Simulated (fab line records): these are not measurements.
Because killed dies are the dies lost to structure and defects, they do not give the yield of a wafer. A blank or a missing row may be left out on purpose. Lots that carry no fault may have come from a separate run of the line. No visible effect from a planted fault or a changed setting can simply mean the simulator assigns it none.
Split-lot study :: flow sfq line :: 12 wafers read across 5 lots, on a route 325 steps long

ABOUT THE SPLIT
At SFQ_TRILAYER_I3_VIA_LITHO_COAT_090 (resist thk 62 nm), the setting spin rpm was moved away from the recipe's 3000 rpm on 3 of the 12 wafers read, by -2.3% to +2.0%. The other wafers ran this setting at the recipe's value.

No step appears in the file between the split and the reading.

THE READING
etch.depth nm (the simulator's own value, which no gauge read), in nm, at SFQ_TRILAYER_I3_VIA_BARC_OPEN_VIA_ETCH_121 (etches BARC in O2, target depth 125 nm, time 41.7 s). There is no usual value for it anywhere in the file. Here, 9 wafers ran the recipe; their average is 62.07 nm with a standard deviation of 0.2 nm.

wafer: L078.4
tool, chamber at the split: litho track-03, 0
spin rpm as run, rpm: 3000
against the recipe: recipe
etch.depth nm, nm: 62.33
against lot-mates on the recipe: -

wafer: L078.5
tool, chamber at the split: litho track-03, 0
spin rpm as run, rpm: 3000
against the recipe: recipe
etch.depth nm, nm: 62.3
against lot-mates on the recipe: -

wafer: L079.3
tool, chamber at the split: litho track-03, 0
spin rpm as run, rpm: 3000
against the recipe: recipe
etch.depth nm, nm: 62.2
against lot-mates on the recipe: -

wafer: L079.5
tool, chamber at the split: litho track-03, 0
spin rpm as run, rpm: 3000
against the recipe: recipe
etch.depth nm, nm: 62.07
against lot-mates on the recipe: -

wafer: L080.2
tool, chamber at the split: litho track-01, 0
spin rpm as run, rpm: 3061
against the recipe: +2.0%
etch.depth nm, nm: 61.57
against lot-mates on the recipe: -0.62

wafer: L080.3
tool, chamber at the split: litho track-01, 0
spin rpm as run, rpm: 3000
against the recipe: recipe
etch.depth nm, nm: 62.19
against lot-mates on the recipe: -

wafer: L084.1
tool, chamber at the split: litho track-03, 0
spin rpm as run, rpm: 3000
against the recipe: recipe
etch.depth nm, nm: 61.79
against lot-mates on the recipe: -

wafer: L084.2
tool, chamber at the split: litho track-03, 0
spin rpm as run, rpm: 3000
against the recipe: recipe
etch.depth nm, nm: 61.93
against lot-mates on the recipe: -

wafer: L084.3
tool, chamber at the split: litho track-03, 0
spin rpm as run, rpm: 3000
against the recipe: recipe
etch.depth nm, nm: 62.03
against lot-mates on the recipe: -

wafer: L085.1
tool, chamber at the split: litho track-02, 0
spin rpm as run, rpm: 3000
against the recipe: recipe
etch.depth nm, nm: 61.75
against lot-mates on the recipe: -

wafer: L085.3
tool, chamber at the split: litho track-02, 0
spin rpm as run, rpm: 2930
against the recipe: -2.3%
etch.depth nm, nm: 62.37
against lot-mates on the recipe: +0.62

wafer: L085.6
tool, chamber at the split: litho track-02, 0
spin rpm as run, rpm: 2930
against the recipe: -2.3%
etch.depth nm, nm: 62.56
against lot-mates on the recipe: +0.81

THE FIT
A straight line over all 12 wafers: etch.depth nm changes by -0.194 nm for each +1% of spin rpm; r = -0.77; the points scatter about the line by 0.2 nm.
The same after taking each lot's own level away (the mean of its wafers on the recipe; 12 wafers): -0.306 nm for each +1%; r = -0.98; scatter 0.075 nm.
Per that fit: largest spin rpm move, reading shift of 0.71 nm.
Measured against the standard deviation above, the lots' own levels, which go from 61.750 to 62.315 nm, span 2.9 times it.
So the lot-to-lot level blurs the effect unless lot-mates are compared.
Check: with one of the wafers moved furthest among these (-2.3%) left out of the fit, the line predicts +0.775 nm for it against its lot-mates. It came out at +0.62 nm against them.

THESE WAFERS: OTHER SPLITS
These wafers also went through other splits before the reading. Each is held against what the fit with the lots' levels taken away leaves over:
other split on the same wafers: SFQ_TRILAYER_I2_CMP_CMP_064 leave above ref nm
wafers away from the commonest value: 4
r with etch.depth nm (lot level and that fit taken away): +0.22

other split on the same wafers: SFQ_TRILAYER_I2_VIA_LITHO_COAT_072 spin rpm
wafers away from the commonest value: 2
r with etch.depth nm (lot level and that fit taken away): -0.07

other split on the same wafers: SFQ_TRILAYER_I2_VIA_LITHO_EXPOSE_068 dose mj
wafers away from the commonest value: 1
r with etch.depth nm (lot level and that fit taken away): +0.00

other split on the same wafers: SFQ_TRILAYER_I3_DEP_PECVD_081 time s
wafers away from the commonest value: 2
r with etch.depth nm (lot level and that fit taken away): -0.34

THE WHOLE CHAIN: every reading that the file lists as answering this split, in the file's order
step: SFQ_TRILAYER_I3_VIA_LITHO_COAT_090
what it does: resist thk 62 nm
reading: BARC_of_TRILAYER_I3_VIA_LITHO_COAT_090.thk nm (the simulator's own value, which no gauge read)
change (the file's fit): -0.311 nm for each +1% of the setting
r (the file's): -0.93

step: SFQ_TRILAYER_I3_VIA_BARC_OPEN_VIA_ETCH_121
what it does: etches BARC in O2, target depth 125 nm, time 41.7 s
reading: etch.depth nm (the simulator's own value, which no gauge read)
change (the file's fit): -0.305 nm for each +1% of the setting
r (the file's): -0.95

THE FILE'S OWN FIT
etch.depth nm changes by -0.305 nm for each +1% of spin rpm, r = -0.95.
